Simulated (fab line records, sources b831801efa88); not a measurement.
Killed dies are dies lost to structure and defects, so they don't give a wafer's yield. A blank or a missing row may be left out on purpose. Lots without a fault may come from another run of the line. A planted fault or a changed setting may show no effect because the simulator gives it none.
Which tool did it? | flow sky130 | 6 lots, 18 wafers sampled, at 2 steps of a route of 708

WHAT THE GAUGES READ, wafer by wafer
SKY_LDD_LDN_TW_MEAS_13.
lot  | measured     | on            | LDD_LDN_TW
L748 | day 23 19:32 | film_metro-03 | 1486 1493 1481
L750 | day 24 00:37 | film_metro-03 | 1584 1588 1586
L754 | day 25 22:50 | film_metro-01 | 1464 1472 1464
L761 | day 28 04:34 | film_metro-03 | 1474 1469 1470
L765 | day 29 12:42 | film_metro-03 | 1467 1475 1476
L767 | day 30 23:21 | film_metro-03 | 1479 1479 1480

WHICH TOOL RAN EACH LOT (tool, then ch and the chambers of the sampled wafers, then the start)
lot  | SKY_LDD_LDN_IMPLANT_09
L748 | implanter-03 ch 0, day 23 19:01
L750 | implanter-01 ch 0, day 23 23:45
L754 | implanter-03 ch 0, day 25 22:17
L761 | implanter-03 ch 0, day 28 04:02
L765 | implanter-01 ch 0, day 29 12:09
L767 | implanter-02 ch 0, day 30 22:48
- SKY_LDD_LDN_IMPLANT_09

THE ANSWER, worked out from the rows above alone
Rule: what is usual is taken from the lots themselves. Put in order of their means at a reading, lots are off if they are a third of the lots or fewer, leave a main group of 4 or more, and stand apart from it by a gap of 3 or more times the standard deviation of the main group's means; of several such gaps the widest counts. A main group whose means are all the same, to the digits that the tables above print for the reading, isn't used. A lot without any number at a reading at which 4 lots or more have one is off too. The other lots that the step has rows for count as sound.
Off: L750, at SKY_LDD_LDN_TW_MEAS_13 (LDD_LDN_TW). The main group: mean 1475, standard deviation 7.
A tool fits if, at a process step before that reading, it ran every lot that is off, and no sound lot after the first of them. The gauges at SKY_LDD_LDN_TW_MEAS_13 are tried like those tools. None of those tried fits.

WHAT THE SIMULATOR HAD PUT IN
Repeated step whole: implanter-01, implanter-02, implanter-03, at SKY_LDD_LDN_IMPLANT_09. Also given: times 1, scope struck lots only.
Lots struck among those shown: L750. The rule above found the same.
